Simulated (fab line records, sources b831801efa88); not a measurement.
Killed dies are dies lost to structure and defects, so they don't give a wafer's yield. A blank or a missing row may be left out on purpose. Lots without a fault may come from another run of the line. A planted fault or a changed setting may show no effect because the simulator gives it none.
fab line records | flow sky130
record lots=5 wafers=15 last_day=50
route steps=708 shown VIA3@591 METAL4@598 CAP2M@603 PAD_OPEN@708
lots that met no fault: from a run of the same line without faults
start_h: hours from the record's first day to the start of the lot's first wafer shown | wait_h: hours since the lot's step before | " the same as in the row above | L1.1+2: a row that stands for several wafers | - no value, or no start given | * or withheld: withheld | < > ~ a bound
route shown NAME@n: a module of which the file shows steps, and the number in the route of the first | usual: mean/standard deviation of fault-free wafers | same: alike in all rows | chamber/n: place in a boat | sites: the reading at each site | _std_site: their standard deviation | _edge_site: outer sites' mean less inner sites' | radius_mm: how far each site lies from the wafer's centre | mask NAME#n: copy n | behind: the tool/chamber that last shaped the wafer | hold: why the lot was held/for how many hours/how that ended | device: the transistor (n, p or np) that didn't switch | end of line: the same wafers' tests at the end of the route | a step without rows: its recipe alone | killed: dies lost to structure and defects at the first sort, not the wafer's yield | map: a wafer's dies, x killed, . not, _ none there
set.NAME: the setting as run; set.NAME@STEP: as run at that earlier step | model.NAME: the simulator's own value behind a step, which no gauge read
lots at some steps of the route; a table a step, a row a wafer
services: from which hour (start_h, from the record's first day; less than 0 if before it) a tool's chamber was out of use, for how many hours, and why
## steps
# step SKY_VIA3_CLEAN_18
# recipe chemistry=IPA time_s=180 temp_c=25
# step SKY_VIA3_CLEAN_19
# recipe chemistry=O3/DIW dry=n2_spin
# step SKY_VIA3_SPUTTER_20
# recipe material=TiN target_thk_nm=20 chamber_pressure_pa=5 power_w=4000 time_s=80
# step SKY_VIA3_CVD_21
# recipe material=W target_thk_nm=390 time_s=117.31 temp_c=400 pressure_torr=40
# usual heater_power_outer_w=509/23 heater_power_w=820/28
# columns lot.wafer tool chamber start_h wait_h heater_power_outer_w heater_power_w
L930.2 cvd_w-01 1 944.19 0.0 497 812
L930.3 " 1 " " 499 821
L930.6 " 1 " " 498 841
L936.2 cvd_w-01 1 990.78 0.0 488 824
L936.3 " 0 " " 543 852
L936.4 " 1 " " 497 820
L941.1 cvd_w-01 0 1030.83 0.0 536 862
L941.3 " 1 " " 500 830
L941.5 " 0 " " 534 855
L948.1 cvd_w-02 1 1071.19 0.0 476 784
L948.2 " 0 " " 535 812
L948.3 " 0 " " 516 809
L949.3 cvd_w-01 0 1076.38 0.1 535 875
L949.4 " 1 " " 489 817
L949.6 " 1 " " 487 815
# step SKY_VIA3_RS_MEAS_22
# recipe thk_meas_gauge=four-point-probe reads=W_of_VIA3_CVD_21+TiN_of_VIA3_SPUTTER_20
# usual VIA3_W_RS=0.2938/0.0027
# columns lot.wafer tool chamber start_h wait_h VIA3_W_RS[ohm/sq]
L930.2 film_metro-03 - 944.33 0.1 0.2983
L930.3 " - " " 0.2982
L930.6 " - " " 0.2934
L936.2 film_metro-04 - 990.93 0.1 0.2916
L936.3 " - " " 0.2913
L936.4 " - " " 0.2879
L941.1 film_metro-01 - 1030.95 0.1 0.2924
L941.3 " - " " 0.2901
L941.5 " - " " 0.2886
L948.1 film_metro-03 - 1071.31 0.1 0.2964
L948.2 " - " " 0.2976
L948.3 " - " " 0.2984
L949.3 film_metro-01 - 1076.50 0.1 0.2913
L949.4 " - " " 0.2960
L949.6 " - " " 0.2928
# step SKY_VIA3_THK_MEAS_23
# recipe thk_meas_gauge=xrf reads=W_of_VIA3_CVD_21
# usual VIA3_W_THK=368/7
# columns lot.wafer tool chamber start_h wait_h VIA3_W_THK[nm]
L930.2 film_metro-03 - 944.44 0.1 368
L930.3 " - " " 368
L930.6 " - " " 374
L936.2 film_metro-04 - 991.04 0.1 372
L936.3 " - " " 372
L936.4 " - " " 374
L941.1 film_metro-01 - 1031.07 0.1 362
L941.3 " - " " 364
L941.5 " - " " 366
L948.1 film_metro-03 - 1071.43 0.1 372
L948.2 " - " " 373
L948.3 " - " " 371
L949.3 film_metro-01 - 1076.60 0.1 364
L949.4 " - " " 363
L949.6 " - " " 366
# step SKY_VIA3_CMP_24
# recipe stop_on=SiO2 t_overpolish_s=20 down_force_psi=3.5 platen_rpm=60 target_thk_nm=0 pad_velocity_m_s=0.94248
# usual motor_current_A=11.1/0.96 overpolish_run_s=20.000/0.0095 time_to_endpoint_s=95/4
# columns lot.wafer tool chamber start_h wait_h motor_current_A overpolish_run_s time_to_endpoint_s
L930.2 cmp-02 2 944.59 0.1 12.1 19.983 89
L930.3 " 3 " " 10.7 20.009 88
L930.6 " 1 " " 11.3 19.999 90
L936.3 cmp-01 3 991.09 0.0 10.9 19.992 96
L936.4 " 0 " " 10.3 19.987 97
L936.2 " 1 " " 11.8 19.995 103
L941.3 cmp-02 1 1031.13 0.0 12.7 20.002 96
L941.1 " 0 " " 10.3 20.010 99
L941.5 " 2 " " 12.0 19.994 99
L948.1 cmp-01 2 1071.81 0.4 9.6 20.021 95
L948.2 " 3 " " 11.5 19.972 98
L948.3 " 1 " " 12.1 19.995 100
L949.4 cmp-01 2 1076.64 0.0 9.3 19.992 97
L949.3 " 3 " " 11.1 20.003 98
L949.6 " 3 " " 11.6 19.998 99
# step SKY_METAL4_SPUTTER_00
# recipe material=Ti target_thk_nm=15 power_w=3000 time_s=9.726 chamber_pressure_pa=0.4
# step SKY_METAL4_SPUTTER_01
# recipe material=TiN target_thk_nm=20 power_w=6500 time_s=16.7 chamber_pressure_pa=0.4
# step SKY_METAL4_SPUTTER_02
# recipe material=AlCu target_thk_nm=735 power_w=10600 time_s=39.1 chamber_pressure_pa=0.4
# step SKY_METAL4_SPUTTER_03
# recipe material=Ti target_thk_nm=5 power_w=3000 time_s=3.3 chamber_pressure_pa=0.4
# step SKY_METAL4_SPUTTER_04
# recipe material=TiN target_thk_nm=70 power_w=6500 time_s=58.3 chamber_pressure_pa=0.4
# step SKY_CAP2M_CVD_00
# recipe material=SiO2 target_thk_nm=15.5 temp_c=400 time_s=withheld rf_w=450
# usual heater_power_outer_w=450/81 heater_power_w=737/110 rf_fwd_power_W=442.1/2.1
# columns lot.wafer tool chamber start_h wait_h heater_power_outer_w heater_power_w rf_fwd_power_W model.SiO2_of_CAP2M_CVD_00.thk_nm
L930.2 pecvd-02 2 944.94 0.0 495 766 446.0 15.28
L930.3 " 0 " " 421 698 440.4 15.45
L930.6 " 0 " " 418 702 441.0 15.53
L936.2 pecvd-02 1 991.54 0.0 533 899 441.7 22.31
L936.3 " 0 " " 357 616 441.6 15.65
L936.4 " 1 " " 528 904 438.6 22.74
L941.1 pecvd-01 2 1031.59 0.0 448 731 440.6 15.3
L941.3 " 1 " " 404 669 439.8 15.46
L941.5 " 2 " " 446 730 440.4 15.72
L948.1 pecvd-01 0 1072.26 0.0 372 636 446.4 15.22
L948.2 " 1 " " 400 688 439.9 15.17
L948.3 " 2 " " 546 848 442.4 15.2
L949.3 pecvd-02 2 1077.09 0.0 545 842 445.2 15.44
L949.4 " 2 " " 570 840 443.8 15.76
L949.6 " 1 " " 564 923 445.7 15.73
# step SKY_CAP2M_THK_MEAS_01
# recipe reads=SiO2_of_CAP2M_CVD_00
# usual CAP2M_CVD_00_THK=15.57/0.24
# columns lot.wafer tool chamber start_h wait_h CAP2M_CVD_00_THK[nm]
L930.2 film_metro-02 - 944.97 - 15.31
L930.3 " - " " 15.47
L930.6 " - " " 15.56
L936.2 film_metro-03 - 991.57 - 22.34
L936.3 " - " " 15.65
L936.4 " - " " 22.73
L941.1 film_metro-02 - 1031.61 - 15.33
L941.3 " - " " 15.46
L941.5 " - " " 15.73
L948.1 film_metro-01 - 1072.28 - 15.21
L948.2 " - " " 15.16
L948.3 " - " " 15.19
L949.3 film_metro-01 - 1077.13 - 15.46
L949.4 " - " " 15.79
L949.6 " - " " 15.66
# step SKY_CAP2M_SPUTTER_02
# recipe material=TiN target_thk_nm=200 temp_c=300 power_w=6500 time_s=166.7 chamber_pressure_pa=0.4
# step SKY_CAP2M_RS_MEAS_03
# recipe thk_meas_gauge=four-point-probe reads=TiN_of_CAP2M_SPUTTER_02
# usual CAP2M_TIN_RS=6.93/0.067
# columns lot.wafer tool chamber start_h wait_h CAP2M_TIN_RS[ohm/sq]
L930.2 film_metro-03 - 945.15 0.1 6.96
L930.3 " - " " 7.01
L930.6 " - " " 6.98
L936.2 film_metro-01 - 991.77 0.1 6.97
L936.3 " - " " 6.88
L936.4 " - " " 6.93
L941.1 film_metro-01 - 1031.78 0.1 6.92
L941.3 " - " " 6.95
L941.5 " - " " 6.89
L948.1 film_metro-01 - 1072.45 0.1 6.91
L948.2 " - " " 6.95
L948.3 " - " " 6.85
L949.3 film_metro-01 - 1077.32 0.1 7.02
L949.4 " - " " 6.90
L949.6 " - " " 6.89
# step SKY_CAP2M_THK_MEAS_04
# recipe thk_meas_gauge=xrf reads=TiN_of_CAP2M_SPUTTER_02
# usual CAP2M_TIN_THK=197.3/2.3
# columns lot.wafer tool chamber start_h wait_h CAP2M_TIN_THK[nm]
L930.2 film_metro-03 - 945.26 0.1 195.6
L930.3 " - " " 194.6
L930.6 " - " " 195.4
L936.2 film_metro-01 - 991.88 0.1 194.9
L936.3 " - " " 198.1
L936.4 " - " " 195.8
L941.1 film_metro-01 - 1031.90 0.1 195.5
L941.3 " - " " 194.1
L941.5 " - " " 195.9
L948.1 film_metro-01 - 1072.57 0.1 197.3
L948.2 " - " " 196.6
L948.3 " - " " 199.0
L949.3 film_metro-01 - 1077.42 0.1 194.7
L949.4 " - " " 196.8
L949.6 " - " " 197.2
# step SKY_CAP2M_DEHYDRATE_05
# recipe temp_c=200 time_s=60
# step SKY_CAP2M_HMDS_06
# recipe prime_time_s=60 prime_temp_c=120
# step SKY_CAP2M_COAT_07
# recipe resist=NOVOLAK spin_rpm=3000 resist_thk_nm=1140
# step SKY_CAP2M_SOFTBAKE_08
# recipe temp_c=90 time_s=60 resist=NOVOLAK
# step SKY_CAP2M_EXPOSE_09
# recipe mask_id=CAP2M na=0.6 source_shape=conventional sigma_outer=0.6 polarization=unpolarized target_cd_nm=1000 dose_mj=159
# step SKY_CAP2M_PEB_10
# recipe temp_c=withheld time_s=* resist=NOVOLAK
# step SKY_CAP2M_DEVELOP_11
# recipe resist=NOVOLAK developer=TMAH develop_time_s=60 dev_temp_c=23
# step SKY_CAP2M_OVL_MEAS_12
# usual CAP2M_OVL=-0.9/1.5
# columns lot.wafer tool chamber start_h wait_h CAP2M_OVL[nm]
L930.2 overlay-02 - 969.67 0.1 1.5
L930.3 " - " " 2.0
L930.6 " - " " 0.8
L936.2 overlay-01 - 1014.97 0.1 0.6
L936.3 " - " " -1.4
L936.4 " - " " 1.4
L941.1 overlay-02 - 1053.42 0.1 0.6
L941.3 " - " " 1.0
L941.5 " - " " 2.4
L948.1 overlay-01 - 1091.78 0.1 -2.0
L948.2 " - " " -2.8
L948.3 " - " " -3.4
L949.3 overlay-01 - 1097.69 0.1 -0.4
L949.4 " - " " -1.5
L949.6 " - " " -2.1
# step SKY_CAP2M_METAL_ETCH_13
# recipe target_depth_nm=220 stop_on=SiO2 chemistry=Cl2/BCl3 target=TiN pressure_mtorr=10 icp_w=900 bias_w=48.5 Cl2_flow_sccm=60 bcl3_flow_sccm=30 time_s=62.9
# step SKY_CAP2M_STRIP_14
# recipe chemistry=O2/N2 power_w=1400 pressure_mtorr=1500 platen_temp_c=withheld o2_flow_sccm=3000 n2_flow_sccm=300 overash_fraction=0.5
# usual drypump_motor_current_A=5.50/0.25 oes_product_au=0.710/0.0045 strip_time_to_endpoint_s=12.64/0.059
# columns lot.wafer tool chamber start_h wait_h drypump_motor_current_A oes_product_au rf_hours_counter_h strip_time_to_endpoint_s
L930.2 plasma_asher-02 0 969.86 0.1 5.65 0.707 22 12.65
L930.3 " 0 " " 5.64 0.711 - 12.62
L930.6 " 0 " " 5.66 0.702 - 12.61
L936.2 plasma_asher-03 1 1015.08 0.1 5.14 0.704 89 12.67
L936.3 " 1 " " 5.18 0.715 - 12.68
L936.4 " 0 " " 5.44 0.714 - 12.68
L941.1 plasma_asher-02 1 1053.54 0.1 5.54 0.705 31 12.71
L941.3 " 1 " " 5.50 0.706 - 12.69
L941.5 " 0 " " 5.65 0.711 - 12.70
L948.1 plasma_asher-03 0 1091.97 0.1 5.43 0.711 97 12.61
L948.2 " 1 " " 5.14 0.715 97 12.63
L948.3 " 0 " " 5.44 0.707 - 12.68
L949.3 plasma_asher-01 0 1097.82 0.1 6.09 0.717 - 12.73
L949.4 " 1 " " 5.58 0.712 - 12.70
L949.6 " 1 " " 5.60 0.712 - 12.75
# step SKY_CAP2M_STRIP_15
# recipe chemistry=post_etch_residue_remover time_s=1200 temp_c=72.5
# step SKY_CAP2M_CLEAN_16
# recipe chemistry=IPA time_s=180 temp_c=25
# step SKY_CAP2M_CLEAN_17
# recipe chemistry=O3/DIW dry=n2_spin
# step SKY_METAL4_DEHYDRATE_05
# recipe temp_c=200 time_s=60
# step SKY_METAL4_HMDS_06
# recipe prime_time_s=60 prime_temp_c=120
# step SKY_METAL4_COAT_07
# recipe resist=BARC temp_c=withheld time_s=withheld spin_rpm=3000 resist_thk_nm=60
# step SKY_METAL4_COAT_08
# recipe resist=KrF-thick spin_rpm=3000 resist_thk_nm=1140
# step SKY_METAL4_SOFTBAKE_09
# recipe temp_c=100 time_s=90 resist=KrF-thick
# step SKY_METAL4_EXPOSE_10
# recipe mask_id=MM4 na=0.68 source_shape=annular sigma_inner=0.4 sigma_outer=0.8 target_cd_nm=300 dose_mj=28
# step SKY_METAL4_PEB_11
# recipe peb_temp_c=withheld peb_time_s=withheld resist=KrF-thick
# step SKY_METAL4_DEVELOP_12
# recipe develop_time_s=60 resist=KrF-thick dev_temp_c=21
# step SKY_METAL4_CD_MEAS_13
# recipe target_cd_nm=300
# usual cd_nm=299.9/1.2
# columns lot.wafer tool chamber start_h wait_h cd_nm
L930.2 cd_sem-02 - 994.05 - 300.5
L930.3 " - " " 301.4
L930.6 " - " " 302.6
L936.2 cd_sem-02 - 1037.90 - 298.6
L936.3 " - " " 300.0
L936.4 " - " " 300.1
L941.1 cd_sem-02 - 1076.03 - 300.5
L941.3 " - " " 300.1
L941.5 " - " " 300.5
L948.1 cd_sem-02 - 1112.56 - 301.4
L948.2 " - " " 301.5
L948.3 " - " " 300.3
L949.3 cd_sem-01 - 1118.70 - 300.0
L949.4 " - " " 297.9
L949.6 " - " " 299.3
# step SKY_METAL4_OVL_MEAS_14
# usual METAL4_OVL=2/5.5
# columns lot.wafer tool chamber start_h wait_h METAL4_OVL[nm]
L930.2 overlay-01 - 994.15 0.1 -3
L930.3 " - " " -4
L930.6 " - " " 0
L936.2 overlay-02 - 1038.00 0.1 -7
L936.3 " - " " -4
L936.4 " - " " -1
L941.1 overlay-01 - 1076.15 0.1 -7
L941.3 " - " " -8
L941.5 " - " " -6
L948.1 overlay-02 - 1112.68 0.1 -3
L948.2 " - " " 0
L948.3 " - " " 2
L949.3 overlay-02 - 1118.80 0.1 5
L949.4 " - " " -1
L949.6 " - " " 1
# step SKY_METAL4_DESCUM_15
# recipe chemistry=O2 source_power_w=150 bias_power_w=0 pressure_mtorr=10 temp_c=40 time_s=8
# usual drypump_motor_current_A=5.5/0.36 he_backside_leak_sccm=3.4/0.32 oes_product_au=1.007/0.0092 rf_fwd_power_W=147.6/0.72 temp_c=40.02/0.1
# columns lot.wafer tool chamber start_h wait_h drypump_motor_current_A he_backside_leak_sccm oes_product_au rf_fwd_power_W rf_hours_counter_h temp_c
L930.2 rie_metal-04 0 994.18 0.0 5.9 3.7 1.019 147.2 7 39.99
L930.3 " 0 " " 5.9 3.5 1.020 147.2 - 39.99
L930.6 " 0 " " 5.9 3.6 1.022 147.3 - 40.07
L936.2 rie_metal-03 1 1038.04 0.0 5.1 3.1 1.015 147.9 - 40.05
L936.3 " 1 " " 5.1 3.0 1.016 147.0 - 40.12
L936.4 " 1 " " 5.1 3.1 1.008 147.8 - 40.16
L941.1 rie_metal-03 1 1076.18 0.0 5.1 3.0 0.997 148.5 5 39.96
L941.3 " 0 " " 5.6 3.6 1.022 147.5 - 40.07
L941.5 " 0 " " 5.7 3.5 1.006 148.7 - 40.05
L948.1 rie_metal-04 0 1112.72 0.0 5.9 3.3 1.003 147.6 16 40.08
L948.2 " 1 " " 5.7 3.4 1.005 147.3 22 40.05
L948.3 " 1 " " 5.7 3.6 0.999 147.9 - 39.93
L949.3 rie_metal-03 1 1118.83 0.0 5.1 3.1 1.019 146.9 - 39.90
L949.4 " 0 " " 5.7 3.7 1.014 148.2 - 40.05
L949.6 " 1 " " 5.1 3.0 1.012 147.6 - 40.05
# step SKY_METAL4_ETCH_16
# recipe chemistry=N2/H2 target=BARC ion_energy_ev=200 bias_w=100 pressure_mtorr=30 n2_flow_sccm=100 h2_flow_sccm=200 icp_w=500 stop_on=SiO2 time_s=88.2 target_depth_a=600
# usual drypump_motor_current_A=5.5/0.36 he_backside_leak_sccm=3.4/0.34 oes_product_au=0.626/0.0045 rf_fwd_power_W=497.6/1.4 throttle_valve_pct=13.205/0.01
# columns lot.wafer tool chamber start_h wait_h drypump_motor_current_A he_backside_leak_sccm oes_product_au rf_fwd_power_W rf_hours_counter_h throttle_valve_pct
L930.2 rie_metal-04 0 994.21 0.0 5.9 3.4 0.629 495.0 7 13.218
L930.3 " 0 " " 5.9 3.6 0.623 497.9 - 13.199
L930.6 " 0 " " 5.8 3.5 0.627 494.9 - 13.216
L936.2 rie_metal-03 1 1038.13 0.1 5.1 3.2 0.623 499.2 - 13.200
L936.3 " 1 " " 5.1 3.1 0.628 495.7 - 13.202
L936.4 " 1 " " 5.1 3.3 0.627 495.4 - 13.222
L941.1 rie_metal-03 1 1076.21 0.0 5.1 3.1 0.622 497.8 5 13.206
L941.3 " 0 " " 5.7 3.4 0.623 499.9 - 13.209
L941.5 " 0 " " 5.7 3.7 0.628 497.7 - 13.201
L948.1 rie_metal-04 0 1112.75 0.0 5.9 3.5 0.631 497.6 16 13.196
L948.2 " 1 " " 5.7 3.4 0.624 497.9 22 13.199
L948.3 " 1 " " 5.7 3.5 0.632 499.4 - 13.198
L949.3 rie_metal-03 1 1118.89 0.0 5.1 3.1 0.630 500.7 - 13.210
L949.4 " 0 " " 5.7 3.7 0.629 498.9 - 13.194
L949.6 " 1 " " 5.1 3.2 0.630 498.4 - 13.218
# step SKY_METAL4_ETCH_17
# recipe target=SiO2 stop_on=TiN chemistry=C4F8/O2/Ar source_w=1500 bias_w=1200 pressure_mtorr=40 c4f8_flow_sccm=withheld O2_flow_sccm=6 Ar_flow_sccm=300 time_s=3.9 target_depth_a=150
# usual oes_product_au=0.756/0.0071 rf_fwd_power_W=1470/6.6
# columns lot.wafer tool chamber start_h wait_h oes_product_au rf_fwd_power_W rf_hours_counter_h model.etch.depth_nm
L930.2 rie_diel-01 3 994.31 0.1 0.758 1466 17 15.28
L930.3 " 0 " " 0.759 1467 23 15.45
L930.6 " 2 " " 0.760 1465 - 15.53
L936.2 rie_diel-03 2 1038.29 0.1 0.918 1478 13 22.31
L936.3 " 0 " " 0.763 1479 21 15.65
L936.4 " 1 " " 0.932 1468 15 22.74
L941.1 rie_diel-02 0 1076.31 0.1 0.749 1473 5 15.3
L941.3 " 1 " " 0.757 1464 9 15.46
L941.5 " 2 " " 0.755 1457 - 15.72
L948.1 rie_diel-01 0 1112.85 0.1 0.746 1470 27 15.22
L948.2 " 3 " " 0.739 1460 21 15.17
L948.3 " 2 " " 0.757 1478 15 15.2
L949.3 rie_diel-01 0 1118.95 0.0 0.746 1479 27 15.44
L949.4 " 2 " " 0.761 1475 15 15.76
L949.6 " 2 " " 0.765 1479 - 15.73
# step SKY_PAD_OPEN_PROBE_99
# usual defect_limited_yield=82.6/2 killed_at_M0_to_M3=43/7.6 killed_at_M4_up=2.9/1.9 killed_at_contacts=24/5 killed_at_front_end=15/4.3 killed_at_other=0.3/0.54 killed_dies=85/10 killed_open=47/7 killed_short=38/6.4
# same gross_dies=492 killed_at_back_side=0
# columns lot.wafer tool chamber start_h wait_h defect_limited_yield[%] killed_at_M0_to_M3 killed_at_M4_up killed_at_contacts killed_at_front_end killed_at_other killed_dies killed_open killed_short model.etest.tester.sort_n_pass model.etest.tester.sort_yield_pct model.etest.tester.sort_bin_5_pct model.etest.cap_mim2.bv_v model.etest.cap_mim2.leak_log10_a_cm2 model.etest.cap_mim2.c_ff_um2 model.etest.tester.sort_bin_8_pct
L930.2 prober-02 - 1088.39 0.1 81.7 47 3 24 15 1 90 52 38 402 81.71 11.18 14 -8.919 2.383 0
L930.3 prober-02 - 1088.44 0.2 81.5 46 5 21 19 0 91 46 45 401 81.5 10.98 13.89 -8.972 2.353 0
L930.6 prober-02 - 1088.59 0.2 80.9 41 9 18 25 1 94 55 39 398 80.89 10.57 14.52 -8.926 2.322 0
L936.2 prober-02 - 1127.95 0.1 78.5 48 8 29 20 1 106 62 44 3 0.6098 90.04 20.18 -10.28 1.62 2.102e-07
L936.3 prober-02 - 1128.00 0.2 83.5 38 3 29 11 0 81 43 38 411 83.54 8.537 13.49 -8.989 2.304 0
L936.4 prober-02 - 1128.05 0.2 80.3 46 3 25 23 0 97 48 49 0 0 92.48 20.37 -10.18 1.581 1.618e-09
L941.1 prober-01 - 1161.08 0.1 80.3 50 0 27 20 0 97 48 49 395 80.28 11.79 13.82 -8.833 2.368 0
L941.3 prober-01 - 1161.18 0.2 84.6 46 2 21 7 0 76 41 35 416 84.55 8.74 14.48 -8.908 2.339 0
L941.5 prober-01 - 1161.28 0.2 84.6 34 5 29 8 0 76 37 39 416 84.55 9.35 14.44 -9.002 2.301 0
L948.1 prober-02 - 1190.77 0.1 81.3 43 2 35 12 0 92 50 42 400 81.3 9.553 13.59 -8.857 2.39 0
L948.2 prober-02 - 1190.82 0.1 82.1 45 4 25 14 0 88 55 33 404 82.11 11.18 13.44 -8.92 2.394 0
L948.3 prober-02 - 1190.87 0.2 78.9 57 2 34 11 0 104 54 50 388 78.86 12.4 13.62 -9.106 2.379 0
L949.3 prober-01 - 1196.42 0.2 81.5 56 3 25 7 0 91 45 46 401 81.5 11.79 14.23 -8.998 2.339 0
L949.4 prober-01 - 1196.47 0.2 84.3 36 0 31 10 0 77 46 31 415 84.35 10.16 14.07 -9.226 2.285 0
L949.6 prober-01 - 1196.57 0.2 83.1 46 2 22 13 0 83 52 31 409 83.13 9.756 14.29 -8.967 2.292 0
# killed by level:class
L930.2 LI_CONTACT:geometric_particle:open=9 VIA3:geometric_particle:open=8 VIA1:geometric_particle:short=7 CONTACT:geometric_particle:open=6 METAL2:geometric_particle:short=6 VIA2:geometric_particle:open=6 POLY_GATE:geometric_particle:open=5 VIA3:geometric_particle:short=5
L930.3 VIA3:geometric_particle:open=9 VIA1:geometric_particle:open=8 FIELD_ISO:geometric_particle:short=7 LI_CONTACT:geometric_particle:open=7 CONTACT:geometric_particle:open=7 METAL2:geometric_particle:short=7 METAL1:geometric_particle:short=6 METAL3:geometric_particle:short=5
L930.6 VIA1:geometric_particle:open=9 LI_CONTACT:geometric_particle:open=8 FIELD_ISO:geometric_particle:open=7 FIELD_ISO:geometric_particle:short=6 POLY_GATE:geometric_particle:open=5 CONTACT:geometric_particle:open=5 VIA1:geometric_particle:short=5 VIA2:geometric_particle:open=5
L936.2 CONTACT:geometric_particle:open=14 VIA1:geometric_particle:open=12 POLY_GATE:geometric_particle:short=9 METAL1:geometric_particle:short=9 VIA3:geometric_particle:open=8 POLY_GATE:geometric_particle:open=7 LI_CONTACT:geometric_particle:open=7 METAL4:geometric_particle:short=4
L936.3 CONTACT:geometric_particle:open=13 VIA1:geometric_particle:open=9 VIA1:geometric_particle:short=9 LOCAL_INTERCONNECT:geometric_particle:short=7 VIA2:geometric_particle:open=5 POLY_GATE:geometric_particle:open=4 LI_CONTACT:geometric_particle:open=3 FIELD_ISO:geometric_particle:short=3
L936.4 CONTACT:geometric_particle:open=13 FIELD_ISO:geometric_particle:short=8 VIA2:geometric_particle:short=7 VIA1:geometric_particle:open=7 POLY_GATE:geometric_particle:open=6 METAL2:geometric_particle:short=6 CONTACT:geometric_particle:short=6 METAL1:geometric_particle:short=6
L941.1 VIA1:geometric_particle:open=12 CONTACT:geometric_particle:short=11 CONTACT:geometric_particle:open=8 VIA2:geometric_particle:open=8 POLY_GATE:geometric_particle:short=6 METAL1:geometric_particle:short=6 FIELD_ISO:geometric_particle:open=5 FIELD_ISO:geometric_particle:short=5
L941.3 VIA1:geometric_particle:open=13 VIA1:geometric_particle:short=10 CONTACT:geometric_particle:open=7 METAL2:geometric_particle:short=6 LI_CONTACT:geometric_particle:open=6 VIA2:geometric_particle:open=5 FIELD_ISO:geometric_particle:open=4 LOCAL_INTERCONNECT:geometric_particle:short=4
L941.5 CONTACT:geometric_particle:open=8 CONTACT:geometric_particle:short=7 LI_CONTACT:geometric_particle:open=6 LOCAL_INTERCONNECT:geometric_particle:short=6 VIA2:geometric_particle:short=6 VIA1:geometric_particle:open=6 METAL1:geometric_particle:short=5 METAL1:geometric_particle:open=4
L948.1 CONTACT:geometric_particle:open=14 VIA1:geometric_particle:open=10 LI_CONTACT:geometric_particle:open=7 VIA3:geometric_particle:open=7 LOCAL_INTERCONNECT:geometric_particle:short=6 METAL1:geometric_particle:short=5 CONTACT:geometric_particle:short=5 VIA2:geometric_particle:short=5
L948.2 CONTACT:geometric_particle:open=11 VIA2:geometric_particle:open=8 VIA1:geometric_particle:open=7 LI_CONTACT:geometric_particle:open=6 VIA3:geometric_particle:open=6 FIELD_ISO:geometric_particle:open=5 METAL1:geometric_particle:short=5 METAL2:geometric_particle:short=5
L948.3 CONTACT:geometric_particle:open=13 VIA1:geometric_particle:open=11 METAL2:geometric_particle:short=9 VIA2:geometric_particle:open=8 LI_CONTACT:geometric_particle:open=7 VIA3:geometric_particle:open=7 LI_CONTACT:geometric_particle:short=6 CONTACT:geometric_particle:short=6
L949.3 CONTACT:geometric_particle:open=12 METAL1:geometric_particle:short=10 VIA3:geometric_particle:open=9 LI_CONTACT:geometric_particle:open=8 METAL2:geometric_particle:short=6 VIA2:geometric_particle:open=6 VIA3:geometric_particle:short=6 VIA1:geometric_particle:open=5
L949.4 CONTACT:geometric_particle:open=14 LI_CONTACT:geometric_particle:open=10 VIA1:geometric_particle:open=6 METAL1:geometric_particle:short=6 VIA3:geometric_particle:short=5 METAL2:geometric_particle:short=4 VIA2:geometric_particle:open=4 LOCAL_INTERCONNECT:geometric_particle:short=3
L949.6 VIA1:geometric_particle:open=12 VIA3:geometric_particle:open=10 VIA2:geometric_particle:open=9 CONTACT:geometric_particle:open=6 POLY_GATE:geometric_particle:short=5 LOCAL_INTERCONNECT:geometric_particle:short=5 CONTACT:geometric_particle:short=4 LI_CONTACT:geometric_particle:open=3
## services
# columns tool chamber start_h hours kind
rie_diel-01 1 930.33 10.4 repair
cmp-01 - 933.60 4.1 repair
rie_diel-01 2 941.44 3.8 repair
cmp-01 - 950.10 4.2 repair
pecvd-01 1 956.27 12.0 repair
cmp-01 - 956.83 5.9 pm
pecvd-02 - 964.02 0.5 repair
pecvd-02 - 972.82 6.0 pm
cmp-02 - 976.48 2.4 repair
pecvd-01 2 982.29 7.0 repair
cmp-02 - 989.76 1.4 repair
rie_metal-03 - 999.56 14.6 pm
pecvd-01 - 1003.90 0.5 repair
cmp-01 - 1018.23 2.7 repair
cmp-01 - 1034.64 5.1 repair
rie_diel-01 3 1056.44 7.9 repair
cmp-02 - 1067.27 4.4 repair
cmp-02 - 1073.64 2.6 repair
cmp-02 - 1077.25 0.7 repair
cmp-01 - 1078.41 4.4 repair
cmp-02 - 1080.84 4.0 pm
rie_metal-04 0 1087.19 2.7 repair
plasma_asher-03 - 1089.18 0.5 repair
pecvd-02 0 1118.85 5.0 repair
## key
first_sign step=SKY_CAP2M_THK_MEAS_01 reading=CAP2M_CVD_00_THK direction=up sigmas=29 usual=15.57 struck=22.53
effect step=SKY_METAL4_ETCH_17 reading=oes_product_au direction=up sigmas=24 usual=0.756 struck=0.925
model_effect step=SKY_CAP2M_CVD_00 value=SiO2_of_CAP2M_CVD_00.thk_nm without=15.83 struck=22.52
model_effect step=SKY_METAL4_ETCH_17 value=etch.depth_nm without=15.83 struck=22.52
model_effect step=SKY_PAD_OPEN_PROBE_99 value=etest.tester.sort_n_pass without=390.5 struck=1.5
met_at SKY_CAP2M_CVD_00
struck_wafers L936.2,L936.4
fault kind=process_parameter_drift tool=pecvd-02 chamber=1 onset_h=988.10 steps=SKY_CAP2M_CVD_00 channel=target_thk_nm offset=6.689 shape=step end_h=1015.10 acts_in=these_recipes_only stated=15.5
